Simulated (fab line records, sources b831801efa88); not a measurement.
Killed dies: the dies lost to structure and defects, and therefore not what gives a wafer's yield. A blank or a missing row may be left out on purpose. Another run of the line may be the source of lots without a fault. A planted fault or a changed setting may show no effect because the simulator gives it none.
fab line records / flow gf180mcu
[record] lots = 12 wafers = 35 lastDay = 34
route steps=602 shown V5@557 TOP_METAL@582 PASSIVATION@593
lots untouched by any fault: they come from a run of this same line in which no faults occurred
startH: start of the lot's first displayed wafer, in hours after the record's first day / waitH: hours elapsed since this lot's preceding step / " same as the row above / L1.1+2: one row covering several wafers at once / - value missing, or start not given / * or withheld: withheld / < > ~ a bound
route shown NAME@n: a module of which the file shows steps, and the number in the route of the first / usual: mean and standard deviation over wafers with no fault / same: alike in all rows / chamber/n: place in a boat / sites: the reading at each site / _std_site: standard deviation of those values / _edge_site: mean of outer sites minus mean of inner sites / radiusMm: for every site, how far away it sits from the centre of the wafer / mask NAME#n: copy n / behind: the most recent tool/chamber to have shaped the wafer / hold: why the lot went on hold/how many hours it stayed there/how the hold came to an end / device: whichever transistor did not switch (one of n, p or np) / end of line: at the end of the route, the tests of the same wafers / a step without rows: its recipe alone / killed: the dies lost at the first sort to structure and to defects; this is not the yield of the wafer / map: dies across one wafer; x = killed, . = not, _ = none there
set.NAME: the setting as run; set.NAME@STEP: as run at that earlier step / model.NAME: the simulator's own value behind a step, which no gauge read
one table for each step of the route and one row for each wafer, over a sample of lots
services: from which hour (startH, from the record's first day; less than 0 if before it) a tool's chamber was out of use, for how many hours, and why
[[steps]]
[step GF_V5_ETCH_17]
[recipe] chemistry = C4F8/O2/Ar maskMaterial = KrF target = SiO2 stopOn = TiN sourceW = 1500 biasW = 1200 pressureMtorr = 40 c4f8FlowSccm = withheld O2_flow_sccm = 6 Ar_flow_sccm = 300 timeS = withheld targetDepthA = 8550
[usual] oesProductAu = 0.860/0.0052
lot.wafer=L224.1 tool=rieDiel-01 chamber=3 startH=- waitH=- oesProductAu=0.851
lot.wafer=L224.2 tool=rieDiel-01 chamber=2 startH=- waitH=- oesProductAu=0.863
lot.wafer=L224.6 tool=rieDiel-01 chamber=3 startH=- waitH=- oesProductAu=0.860
lot.wafer=L225.2 tool=rieDiel-03 chamber=1 startH=- waitH=- oesProductAu=0.864
lot.wafer=L225.3 tool=rieDiel-03 chamber=2 startH=- waitH=- oesProductAu=0.860
lot.wafer=L225.4 tool=rieDiel-03 chamber=3 startH=- waitH=- oesProductAu=0.869
lot.wafer=L226.1 tool=rieDiel-01 chamber=1 startH=- waitH=- oesProductAu=0.854
lot.wafer=L226.2 tool=rieDiel-01 chamber=0 startH=- waitH=- oesProductAu=0.856
lot.wafer=L226.3 tool=rieDiel-01 chamber=3 startH=- waitH=- oesProductAu=0.865
lot.wafer=L227.1 tool=rieDiel-03 chamber=1 startH=- waitH=- oesProductAu=0.862
lot.wafer=L227.3 tool=rieDiel-03 chamber=2 startH=- waitH=- oesProductAu=0.854
lot.wafer=L227.5 tool=rieDiel-03 chamber=3 startH=- waitH=- oesProductAu=0.857
lot.wafer=L228.1 tool=rieDiel-03 chamber=2 startH=- waitH=- oesProductAu=0.859
lot.wafer=L228.4 tool=rieDiel-03 chamber=1 startH=- waitH=- oesProductAu=0.852
lot.wafer=L228.5 tool=rieDiel-03 chamber=1 startH=- waitH=- oesProductAu=0.870
lot.wafer=L231.3 tool=rieDiel-03 chamber=2 startH=- waitH=- oesProductAu=0.857
lot.wafer=L231.5 tool=rieDiel-03 chamber=0 startH=- waitH=- oesProductAu=0.857
lot.wafer=L231.6 tool=rieDiel-03 chamber=3 startH=- waitH=- oesProductAu=0.864
lot.wafer=L230.1 tool=rieDiel-01 chamber=1 startH=- waitH=- oesProductAu=0.851
lot.wafer=L230.2 tool=rieDiel-01 chamber=0 startH=- waitH=- oesProductAu=0.857
lot.wafer=L230.3 tool=rieDiel-01 chamber=3 startH=- waitH=- oesProductAu=0.852
lot.wafer=L233.1 tool=rieDiel-02 chamber=0 startH=- waitH=- oesProductAu=0.864
lot.wafer=L233.3 tool=rieDiel-02 chamber=1 startH=- waitH=- oesProductAu=0.862
lot.wafer=L233.6 tool=rieDiel-02 chamber=1 startH=- waitH=- oesProductAu=0.860
lot.wafer=L234.3 tool=rieDiel-01 chamber=3 startH=- waitH=- oesProductAu=0.859
lot.wafer=L234.5 tool=rieDiel-01 chamber=3 startH=- waitH=- oesProductAu=0.843
lot.wafer=L234.6 tool=rieDiel-01 chamber=0 startH=- waitH=- oesProductAu=0.871
lot.wafer=L239.1 tool=rieDiel-01 chamber=0 startH=- waitH=- oesProductAu=0.859
lot.wafer=L239.2 tool=rieDiel-01 chamber=1 startH=- waitH=- oesProductAu=0.855
lot.wafer=L245.2 tool=rieDiel-01 chamber=3 startH=- waitH=- oesProductAu=0.846
lot.wafer=L245.4 tool=rieDiel-01 chamber=0 startH=- waitH=- oesProductAu=0.866
lot.wafer=L245.6 tool=rieDiel-01 chamber=2 startH=- waitH=- oesProductAu=0.866
lot.wafer=L246.2 tool=rieDiel-01 chamber=2 startH=- waitH=- oesProductAu=0.864
lot.wafer=L246.5 tool=rieDiel-01 chamber=1 startH=- waitH=- oesProductAu=0.865
lot.wafer=L246.6 tool=rieDiel-01 chamber=2 startH=- waitH=- oesProductAu=0.861
[step GF_TOP_METAL_OVL_MEAS_15]
[usual] TOP_METAL_OVL = 0.4/1.4
lot.wafer=L224.1 tool=overlay-02 chamber=- startH=643.34 waitH=0.1 TOP_METAL_OVL[nm]=0.2
lot.wafer=L224.2 tool=overlay-02 chamber=- startH=643.34 waitH=0.1 TOP_METAL_OVL[nm]=-0.7
lot.wafer=L224.6 tool=overlay-02 chamber=- startH=643.34 waitH=0.1 TOP_METAL_OVL[nm]=-1.4
lot.wafer=L225.2 tool=overlay-02 chamber=- startH=666.40 waitH=0.1 TOP_METAL_OVL[nm]=0.3
lot.wafer=L225.3 tool=overlay-02 chamber=- startH=666.40 waitH=0.1 TOP_METAL_OVL[nm]=0.6
lot.wafer=L225.4 tool=overlay-02 chamber=- startH=666.40 waitH=0.1 TOP_METAL_OVL[nm]=-0.5
lot.wafer=L226.1 tool=overlay-02 chamber=- startH=678.95 waitH=0.1 TOP_METAL_OVL[nm]=-3.0
lot.wafer=L226.2 tool=overlay-02 chamber=- startH=678.95 waitH=0.1 TOP_METAL_OVL[nm]=-2.2
lot.wafer=L226.3 tool=overlay-02 chamber=- startH=678.95 waitH=0.1 TOP_METAL_OVL[nm]=-0.4
lot.wafer=L227.1 tool=overlay-02 chamber=- startH=681.74 waitH=0.1 TOP_METAL_OVL[nm]=-0.5
lot.wafer=L227.3 tool=overlay-02 chamber=- startH=681.74 waitH=0.1 TOP_METAL_OVL[nm]=-1.2
lot.wafer=L227.5 tool=overlay-02 chamber=- startH=681.74 waitH=0.1 TOP_METAL_OVL[nm]=-2.0
lot.wafer=L228.1 tool=overlay-02 chamber=- startH=692.70 waitH=0.1 TOP_METAL_OVL[nm]=-0.2
lot.wafer=L228.4 tool=overlay-02 chamber=- startH=692.70 waitH=0.1 TOP_METAL_OVL[nm]=2.0
lot.wafer=L228.5 tool=overlay-02 chamber=- startH=692.70 waitH=0.1 TOP_METAL_OVL[nm]=2.3
lot.wafer=L231.3 tool=overlay-01 chamber=- startH=709.20 waitH=0.1 TOP_METAL_OVL[nm]=0.5
lot.wafer=L231.5 tool=overlay-01 chamber=- startH=709.20 waitH=0.1 TOP_METAL_OVL[nm]=2.8
lot.wafer=L231.6 tool=overlay-01 chamber=- startH=709.20 waitH=0.1 TOP_METAL_OVL[nm]=-0.6
lot.wafer=L230.1 tool=overlay-02 chamber=- startH=709.35 waitH=0.1 TOP_METAL_OVL[nm]=2.6
lot.wafer=L230.2 tool=overlay-02 chamber=- startH=709.35 waitH=0.1 TOP_METAL_OVL[nm]=2.3
lot.wafer=L230.3 tool=overlay-02 chamber=- startH=709.35 waitH=0.1 TOP_METAL_OVL[nm]=0.3
lot.wafer=L233.1 tool=overlay-02 chamber=- startH=718.74 waitH=0.1 TOP_METAL_OVL[nm]=-2.0
lot.wafer=L233.3 tool=overlay-02 chamber=- startH=718.74 waitH=0.1 TOP_METAL_OVL[nm]=-0.1
lot.wafer=L233.6 tool=overlay-02 chamber=- startH=718.74 waitH=0.1 TOP_METAL_OVL[nm]=-2.0
lot.wafer=L234.3 tool=overlay-02 chamber=- startH=734.90 waitH=0.1 TOP_METAL_OVL[nm]=0.2
lot.wafer=L234.5 tool=overlay-02 chamber=- startH=734.90 waitH=0.1 TOP_METAL_OVL[nm]=0.9
lot.wafer=L234.6 tool=overlay-02 chamber=- startH=734.90 waitH=0.1 TOP_METAL_OVL[nm]=1.4
lot.wafer=L239.1 tool=overlay-01 chamber=- startH=780.84 waitH=0.1 TOP_METAL_OVL[nm]=-0.8
lot.wafer=L239.2 tool=overlay-01 chamber=- startH=780.84 waitH=0.1 TOP_METAL_OVL[nm]=-1.0
lot.wafer=L245.2 tool=overlay-02 chamber=- startH=793.15 waitH=0.1 TOP_METAL_OVL[nm]=1.3
lot.wafer=L245.4 tool=overlay-02 chamber=- startH=793.15 waitH=0.1 TOP_METAL_OVL[nm]=2.0
lot.wafer=L245.6 tool=overlay-02 chamber=- startH=793.15 waitH=0.1 TOP_METAL_OVL[nm]=1.5
lot.wafer=L246.2 tool=overlay-02 chamber=- startH=793.89 waitH=0.1 TOP_METAL_OVL[nm]=-1.4
lot.wafer=L246.5 tool=overlay-02 chamber=- startH=793.89 waitH=0.1 TOP_METAL_OVL[nm]=-0.6
lot.wafer=L246.6 tool=overlay-02 chamber=- startH=793.89 waitH=0.1 TOP_METAL_OVL[nm]=-1.7
[step GF_PASSIVATION_COAT_06]
[recipe] spinRpm = 2000 resistThkNm = 4000
lot.wafer=L224.1+2+6 tool=lithoTrack-01 chamber=0 startH=653.82 waitH=0.1
lot.wafer=L225.2+3+4 tool=lithoTrack-01 chamber=0 startH=676.59 waitH=0.1
lot.wafer=L226.1+2+3 tool=lithoTrack-03 chamber=0 startH=689.72 waitH=0.1
lot.wafer=L227.1+3+5 tool=lithoTrack-01 chamber=0 startH=692.12 waitH=0.1
lot.wafer=L228.1+4+5 tool=lithoTrack-01 chamber=0 startH=702.87 waitH=0.1
lot.wafer=L231.3+5+6 tool=lithoTrack-02 chamber=0 startH=718.97 waitH=0.1
lot.wafer=L230.1+2+3 tool=lithoTrack-01 chamber=0 startH=719.12 waitH=0.1
lot.wafer=L233.1+3+6 tool=lithoTrack-03 chamber=0 startH=728.97 waitH=0.1
lot.wafer=L234.3+5+6 tool=lithoTrack-02 chamber=0 startH=740.87 waitH=0.1
lot.wafer=L239.1+2 tool=lithoTrack-03 chamber=0 startH=790.12 waitH=0.1
lot.wafer=L245.2+4+6 tool=lithoTrack-02 chamber=0 startH=801.89 waitH=0.1
lot.wafer=L246.2+5+6 tool=lithoTrack-02 chamber=0 startH=802.89 waitH=0.1
[step GF_PASSIVATION_ETCH_11]
[recipe] chemistry = CF4/O2 targetDepthNm = 2040 stopOn = TiN sourceW = 800 biasW = 150 pressureMtorr = 150 cf4FlowSccm = 80 O2_flow_sccm = 10 timeS = 453.3
[usual] drypumpMotorCurrentA = 5.6/0.5 oesProductAu = 0.991/0.0074 throttleValvePct = 5.969/0.011
lot.wafer=L224.1 tool=rieDiel-04 chamber=3 startH=663.62 waitH=- drypumpMotorCurrentA=5.1 oesProductAu=0.966 rfHoursCounterH=8 throttleValvePct=5.979
lot.wafer=L224.2 tool=rieDiel-04 chamber=1 startH=663.62 waitH=- drypumpMotorCurrentA=5.8 oesProductAu=0.994 rfHoursCounterH=30 throttleValvePct=5.969
lot.wafer=L224.6 tool=rieDiel-04 chamber=3 startH=663.62 waitH=- drypumpMotorCurrentA=5.1 oesProductAu=0.978 rfHoursCounterH=- throttleValvePct=5.972
lot.wafer=L225.2 tool=rieDiel-01 chamber=3 startH=686.07 waitH=- drypumpMotorCurrentA=5.0 oesProductAu=0.986 rfHoursCounterH=20 throttleValvePct=5.959
lot.wafer=L225.3 tool=rieDiel-01 chamber=1 startH=686.07 waitH=- drypumpMotorCurrentA=5.9 oesProductAu=1.010 rfHoursCounterH=3 throttleValvePct=5.993
lot.wafer=L225.4 tool=rieDiel-01 chamber=1 startH=686.07 waitH=- drypumpMotorCurrentA=5.9 oesProductAu=1.001 rfHoursCounterH=- throttleValvePct=5.962
lot.wafer=L226.1 tool=rieDiel-01 chamber=0 startH=698.62 waitH=- drypumpMotorCurrentA=6.6 oesProductAu=0.998 rfHoursCounterH=44 throttleValvePct=5.966
lot.wafer=L226.2 tool=rieDiel-01 chamber=1 startH=698.62 waitH=- drypumpMotorCurrentA=5.9 oesProductAu=0.999 rfHoursCounterH=4 throttleValvePct=5.965
lot.wafer=L226.3 tool=rieDiel-01 chamber=2 startH=698.62 waitH=- drypumpMotorCurrentA=5.4 oesProductAu=0.997 rfHoursCounterH=8 throttleValvePct=5.990
lot.wafer=L227.1 tool=rieDiel-03 chamber=3 startH=702.02 waitH=- drypumpMotorCurrentA=5.9 oesProductAu=0.977 rfHoursCounterH=19 throttleValvePct=5.974
lot.wafer=L227.3 tool=rieDiel-03 chamber=0 startH=702.02 waitH=- drypumpMotorCurrentA=4.9 oesProductAu=0.988 rfHoursCounterH=14 throttleValvePct=5.975
lot.wafer=L227.5 tool=rieDiel-03 chamber=1 startH=702.02 waitH=- drypumpMotorCurrentA=6.3 oesProductAu=0.995 rfHoursCounterH=- throttleValvePct=5.968
lot.wafer=L228.1 tool=rieDiel-03 chamber=1 startH=712.82 waitH=- drypumpMotorCurrentA=6.3 oesProductAu=0.999 rfHoursCounterH=11 throttleValvePct=5.959
lot.wafer=L228.4 tool=rieDiel-03 chamber=0 startH=712.82 waitH=- drypumpMotorCurrentA=4.8 oesProductAu=0.969 rfHoursCounterH=15 throttleValvePct=5.950
lot.wafer=L228.5 tool=rieDiel-03 chamber=3 startH=712.82 waitH=- drypumpMotorCurrentA=5.9 oesProductAu=0.982 rfHoursCounterH=- throttleValvePct=5.981
lot.wafer=L231.3 tool=rieDiel-01 chamber=2 startH=728.32 waitH=- drypumpMotorCurrentA=5.4 oesProductAu=0.990 rfHoursCounterH=10 throttleValvePct=5.957
lot.wafer=L231.5 tool=rieDiel-01 chamber=2 startH=728.32 waitH=- drypumpMotorCurrentA=5.4 oesProductAu=0.999 rfHoursCounterH=- throttleValvePct=5.963
lot.wafer=L231.6 tool=rieDiel-01 chamber=3 startH=728.32 waitH=- drypumpMotorCurrentA=5.0 oesProductAu=0.984 rfHoursCounterH=- throttleValvePct=5.969
lot.wafer=L230.1 tool=rieDiel-04 chamber=1 startH=728.37 waitH=- drypumpMotorCurrentA=5.8 oesProductAu=0.990 rfHoursCounterH=32 throttleValvePct=5.988
lot.wafer=L230.2 tool=rieDiel-04 chamber=2 startH=728.37 waitH=- drypumpMotorCurrentA=6.0 oesProductAu=0.993 rfHoursCounterH=2 throttleValvePct=5.966
lot.wafer=L230.3 tool=rieDiel-04 chamber=3 startH=728.37 waitH=- drypumpMotorCurrentA=5.1 oesProductAu=0.985 rfHoursCounterH=10 throttleValvePct=5.978
lot.wafer=L233.1 tool=rieDiel-01 chamber=3 startH=736.82 waitH=- drypumpMotorCurrentA=5.0 oesProductAu=0.985 rfHoursCounterH=23 throttleValvePct=5.950
lot.wafer=L233.3 tool=rieDiel-01 chamber=1 startH=736.82 waitH=- drypumpMotorCurrentA=5.9 oesProductAu=0.993 rfHoursCounterH=6 throttleValvePct=5.978
lot.wafer=L233.6 tool=rieDiel-01 chamber=1 startH=736.82 waitH=- drypumpMotorCurrentA=5.9 oesProductAu=0.997 rfHoursCounterH=- throttleValvePct=5.970
lot.wafer=L234.3 tool=rieDiel-03 chamber=1 startH=744.22 waitH=- drypumpMotorCurrentA=6.3 oesProductAu=0.989 rfHoursCounterH=12 throttleValvePct=5.977
lot.wafer=L234.5 tool=rieDiel-03 chamber=2 startH=744.22 waitH=- drypumpMotorCurrentA=5.3 oesProductAu=0.990 rfHoursCounterH=- throttleValvePct=5.957
lot.wafer=L234.6 tool=rieDiel-03 chamber=0 startH=744.22 waitH=- drypumpMotorCurrentA=4.8 oesProductAu=0.979 rfHoursCounterH=- throttleValvePct=5.959
lot.wafer=L239.1 tool=rieDiel-01 chamber=1 startH=797.42 waitH=- drypumpMotorCurrentA=5.9 oesProductAu=0.998 rfHoursCounterH=9 throttleValvePct=5.972
lot.wafer=L239.2 tool=rieDiel-01 chamber=2 startH=797.42 waitH=- drypumpMotorCurrentA=5.4 oesProductAu=0.994 rfHoursCounterH=13 throttleValvePct=5.955
lot.wafer=L245.2 tool=rieDiel-01 chamber=0 startH=810.32 waitH=- drypumpMotorCurrentA=6.6 oesProductAu=0.990 rfHoursCounterH=0 throttleValvePct=5.974
lot.wafer=L245.4 tool=rieDiel-01 chamber=3 startH=810.32 waitH=- drypumpMotorCurrentA=5.0 oesProductAu=0.991 rfHoursCounterH=27 throttleValvePct=5.960
lot.wafer=L245.6 tool=rieDiel-01 chamber=1 startH=810.32 waitH=- drypumpMotorCurrentA=5.9 oesProductAu=0.988 rfHoursCounterH=- throttleValvePct=5.971
lot.wafer=L246.2 tool=rieDiel-03 chamber=1 startH=810.77 waitH=- drypumpMotorCurrentA=6.3 oesProductAu=0.994 rfHoursCounterH=16 throttleValvePct=5.995
lot.wafer=L246.5 tool=rieDiel-03 chamber=0 startH=810.77 waitH=- drypumpMotorCurrentA=4.8 oesProductAu=0.988 rfHoursCounterH=- throttleValvePct=5.965
lot.wafer=L246.6 tool=rieDiel-03 chamber=3 startH=810.77 waitH=- drypumpMotorCurrentA=5.9 oesProductAu=0.993 rfHoursCounterH=- throttleValvePct=5.989
[step GF_PASSIVATION_STRIP_12]
[recipe] chemistry = O2/N2 powerW = 1400 pressureMtorr = 1500 platenTempC = 250 o2FlowSccm = 3000 n2FlowSccm = 300 overashFraction = 0.5
[usual] drypumpMotorCurrentA = 6.1/0.52 heaterPowerW = 345/30 oesProductAu = 0.718/0.0046 stripTimeToEndpointS = 32.8/0.38
lot.wafer=L224.1 tool=plasmaAsher-03 chamber=0 startH=663.89 waitH=0.1 drypumpMotorCurrentA=6.7 heaterPowerW=318 oesProductAu=0.709 rfHoursCounterH=92 stripTimeToEndpointS=33.8
lot.wafer=L224.2 tool=plasmaAsher-03 chamber=1 startH=663.89 waitH=0.1 drypumpMotorCurrentA=6.5 heaterPowerW=342 oesProductAu=0.716 rfHoursCounterH=92 stripTimeToEndpointS=33.2
lot.wafer=L224.6 tool=plasmaAsher-03 chamber=1 startH=663.89 waitH=0.1 drypumpMotorCurrentA=6.5 heaterPowerW=342 oesProductAu=0.716 rfHoursCounterH=- stripTimeToEndpointS=33.8
lot.wafer=L225.2 tool=plasmaAsher-02 chamber=0 startH=686.34 waitH=0.1 drypumpMotorCurrentA=5.6 heaterPowerW=375 oesProductAu=0.709 rfHoursCounterH=58 stripTimeToEndpointS=33.0
lot.wafer=L225.3 tool=plasmaAsher-02 chamber=0 startH=686.34 waitH=0.1 drypumpMotorCurrentA=5.6 heaterPowerW=377 oesProductAu=0.719 rfHoursCounterH=- stripTimeToEndpointS=32.4
lot.wafer=L225.4 tool=plasmaAsher-02 chamber=1 startH=686.34 waitH=0.1 drypumpMotorCurrentA=5.7 heaterPowerW=319 oesProductAu=0.720 rfHoursCounterH=- stripTimeToEndpointS=32.3
lot.wafer=L226.1 tool=plasmaAsher-02 chamber=0 startH=698.89 waitH=0.1 drypumpMotorCurrentA=5.6 heaterPowerW=368 oesProductAu=0.719 rfHoursCounterH=59 stripTimeToEndpointS=32.6
lot.wafer=L226.2 tool=plasmaAsher-02 chamber=1 startH=698.89 waitH=0.1 drypumpMotorCurrentA=5.8 heaterPowerW=325 oesProductAu=0.727 rfHoursCounterH=59 stripTimeToEndpointS=32.2
lot.wafer=L226.3 tool=plasmaAsher-02 chamber=1 startH=698.89 waitH=0.1 drypumpMotorCurrentA=5.8 heaterPowerW=318 oesProductAu=0.715 rfHoursCounterH=- stripTimeToEndpointS=32.5
lot.wafer=L227.1 tool=plasmaAsher-04 chamber=0 startH=702.29 waitH=0.1 drypumpMotorCurrentA=5.3 heaterPowerW=328 oesProductAu=0.724 rfHoursCounterH=28 stripTimeToEndpointS=33.0
lot.wafer=L227.3 tool=plasmaAsher-04 chamber=0 startH=702.29 waitH=0.1 drypumpMotorCurrentA=5.3 heaterPowerW=326 oesProductAu=0.709 rfHoursCounterH=- stripTimeToEndpointS=33.5
lot.wafer=L227.5 tool=plasmaAsher-04 chamber=1 startH=702.29 waitH=0.1 drypumpMotorCurrentA=6.5 heaterPowerW=394 oesProductAu=0.721 rfHoursCounterH=- stripTimeToEndpointS=32.6
lot.wafer=L228.1 tool=plasmaAsher-02 chamber=1 startH=713.14 waitH=0.2 drypumpMotorCurrentA=5.8 heaterPowerW=324 oesProductAu=0.709 rfHoursCounterH=61 stripTimeToEndpointS=32.7
lot.wafer=L228.4 tool=plasmaAsher-02 chamber=1 startH=713.14 waitH=0.2 drypumpMotorCurrentA=5.8 heaterPowerW=315 oesProductAu=0.720 rfHoursCounterH=- stripTimeToEndpointS=33.7
lot.wafer=L228.5 tool=plasmaAsher-02 chamber=1 startH=713.14 waitH=0.2 drypumpMotorCurrentA=5.8 heaterPowerW=321 oesProductAu=0.720 rfHoursCounterH=- stripTimeToEndpointS=33.0
lot.wafer=L231.3 tool=plasmaAsher-04 chamber=0 startH=728.63 waitH=0.2 drypumpMotorCurrentA=5.3 heaterPowerW=332 oesProductAu=0.720 rfHoursCounterH=- stripTimeToEndpointS=32.4
lot.wafer=L231.5 tool=plasmaAsher-04 chamber=0 startH=728.63 waitH=0.2 drypumpMotorCurrentA=5.3 heaterPowerW=335 oesProductAu=0.710 rfHoursCounterH=- stripTimeToEndpointS=32.5
lot.wafer=L231.6 tool=plasmaAsher-04 chamber=1 startH=728.63 waitH=0.2 drypumpMotorCurrentA=6.4 heaterPowerW=399 oesProductAu=0.713 rfHoursCounterH=- stripTimeToEndpointS=33.1
lot.wafer=L230.1 tool=plasmaAsher-02 chamber=0 startH=728.64 waitH=0.1 drypumpMotorCurrentA=5.6 heaterPowerW=370 oesProductAu=0.712 rfHoursCounterH=62 stripTimeToEndpointS=32.4
lot.wafer=L230.2 tool=plasmaAsher-02 chamber=1 startH=728.64 waitH=0.1 drypumpMotorCurrentA=5.8 heaterPowerW=311 oesProductAu=0.728 rfHoursCounterH=62 stripTimeToEndpointS=32.4
lot.wafer=L230.3 tool=plasmaAsher-02 chamber=0 startH=728.64 waitH=0.1 drypumpMotorCurrentA=5.6 heaterPowerW=384 oesProductAu=0.717 rfHoursCounterH=- stripTimeToEndpointS=32.7
lot.wafer=L233.1 tool=plasmaAsher-04 chamber=1 startH=737.09 waitH=0.1 drypumpMotorCurrentA=6.5 heaterPowerW=397 oesProductAu=0.718 rfHoursCounterH=31 stripTimeToEndpointS=32.7
lot.wafer=L233.3 tool=plasmaAsher-04 chamber=0 startH=737.09 waitH=0.1 drypumpMotorCurrentA=5.3 heaterPowerW=340 oesProductAu=0.724 rfHoursCounterH=- stripTimeToEndpointS=32.2
lot.wafer=L233.6 tool=plasmaAsher-04 chamber=0 startH=737.09 waitH=0.1 drypumpMotorCurrentA=5.3 heaterPowerW=332 oesProductAu=0.714 rfHoursCounterH=- stripTimeToEndpointS=32.0
lot.wafer=L234.3 tool=plasmaAsher-03 chamber=0 startH=744.52 waitH=0.2 drypumpMotorCurrentA=6.7 heaterPowerW=312 oesProductAu=0.718 rfHoursCounterH=- stripTimeToEndpointS=32.7
lot.wafer=L234.5 tool=plasmaAsher-03 chamber=0 startH=744.52 waitH=0.2 drypumpMotorCurrentA=6.7 heaterPowerW=312 oesProductAu=0.721 rfHoursCounterH=- stripTimeToEndpointS=32.8
lot.wafer=L234.6 tool=plasmaAsher-03 chamber=1 startH=744.52 waitH=0.2 drypumpMotorCurrentA=6.5 heaterPowerW=337 oesProductAu=0.722 rfHoursCounterH=- stripTimeToEndpointS=33.4
lot.wafer=L239.1 tool=plasmaAsher-02 chamber=1 startH=797.82 waitH=0.3 drypumpMotorCurrentA=5.8 heaterPowerW=325 oesProductAu=0.718 rfHoursCounterH=64 stripTimeToEndpointS=31.5
lot.wafer=L239.2 tool=plasmaAsher-02 chamber=0 startH=797.82 waitH=0.3 drypumpMotorCurrentA=5.6 heaterPowerW=378 oesProductAu=0.719 rfHoursCounterH=64 stripTimeToEndpointS=32.8
lot.wafer=L245.2 tool=plasmaAsher-03 chamber=0 startH=810.59 waitH=0.1 drypumpMotorCurrentA=6.7 heaterPowerW=307 oesProductAu=0.721 rfHoursCounterH=110 stripTimeToEndpointS=32.5
lot.wafer=L245.4 tool=plasmaAsher-03 chamber=0 startH=810.59 waitH=0.1 drypumpMotorCurrentA=6.7 heaterPowerW=316 oesProductAu=0.717 rfHoursCounterH=- stripTimeToEndpointS=32.9
lot.wafer=L245.6 tool=plasmaAsher-03 chamber=1 startH=810.59 waitH=0.1 drypumpMotorCurrentA=6.5 heaterPowerW=347 oesProductAu=0.718 rfHoursCounterH=- stripTimeToEndpointS=32.3
lot.wafer=L246.2 tool=plasmaAsher-03 chamber=1 startH=811.04 waitH=0.1 drypumpMotorCurrentA=6.5 heaterPowerW=336 oesProductAu=0.715 rfHoursCounterH=110 stripTimeToEndpointS=32.4
lot.wafer=L246.5 tool=plasmaAsher-03 chamber=0 startH=811.04 waitH=0.1 drypumpMotorCurrentA=6.7 heaterPowerW=314 oesProductAu=0.723 rfHoursCounterH=- stripTimeToEndpointS=33.2
lot.wafer=L246.6 tool=plasmaAsher-03 chamber=1 startH=811.04 waitH=0.1 drypumpMotorCurrentA=6.5 heaterPowerW=342 oesProductAu=0.715 rfHoursCounterH=- stripTimeToEndpointS=32.6
[[services]]
tool=plasmaAsher-04 chamber=- startH=599.29 hours=1.2 kind=repair
tool=rieDiel-01 chamber=1 startH=605.86 hours=8.9 kind=repair
tool=plasmaAsher-02 chamber=- startH=611.35 hours=2.8 kind=pm
tool=rieDiel-03 chamber=2 startH=612.56 hours=2.6 kind=repair
tool=rieDiel-02 chamber=1 startH=614.41 hours=4.7 kind=repair
tool=rieDiel-01 chamber=2 startH=624.86 hours=69.0 kind=repair
tool=plasmaAsher-02 chamber=- startH=636.68 hours=7.6 kind=repair
tool=rieDiel-01 chamber=3 startH=651.14 hours=2.5 kind=repair
tool=plasmaAsher-02 chamber=- startH=660.15 hours=2.6 kind=repair
tool=rieDiel-02 chamber=- startH=678.49 hours=0.9 kind=repair
tool=rieDiel-04 chamber=- startH=699.23 hours=14.6 kind=pm
tool=plasmaAsher-04 chamber=- startH=708.71 hours=4.5 kind=repair
tool=rieDiel-03 chamber=- startH=716.41 hours=4.3 kind=pm
tool=plasmaAsher-03 chamber=- startH=718.35 hours=0.4 kind=repair
tool=rieDiel-04 chamber=2 startH=723.23 hours=3.5 kind=repair
tool=rieDiel-01 chamber=0 startH=725.72 hours=14.7 kind=repair
tool=rieDiel-02 chamber=3 startH=731.77 hours=5.2 kind=repair
tool=rieDiel-03 chamber=3 startH=739.15 hours=5.7 kind=repair
tool=plasmaAsher-04 chamber=- startH=780.47 hours=2.5 kind=repair
tool=rieDiel-01 chamber=3 startH=794.12 hours=7.7 kind=repair
tool=rieDiel-01 chamber=0 startH=797.13 hours=12.0 kind=repair
tool=rieDiel-03 chamber=3 startH=800.02 hours=10.1 kind=repair
tool=plasmaAsher-03 chamber=- startH=805.34 hours=4.0 kind=repair
tool=plasmaAsher-04 chamber=- startH=808.54 hours=3.9 kind=repair
[[key]]
[firstSign] step = GF_PASSIVATION_STRIP_12 reading = stripTimeToEndpointS direction = down sigmas = 3.5 usual = * struck = *
effect none on later readings
metAt GF_PASSIVATION_COAT_06
struckLots L239
struckWafers L239.1
notActingAt GF_V5_ETCH_17,GF_TOP_METAL_OVL_MEAS_15,GF_PASSIVATION_ETCH_11
onsetBetween 728.97 790.12
[fault] kind = processParameterDrift tool = lithoTrack-03 chamber = - onsetH = 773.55 steps = GF_PASSIVATION_COAT_06 channel = resistThkNm offset = * shape = step endH = 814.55 scope = struckWafersOnly actsIn = * stated = *
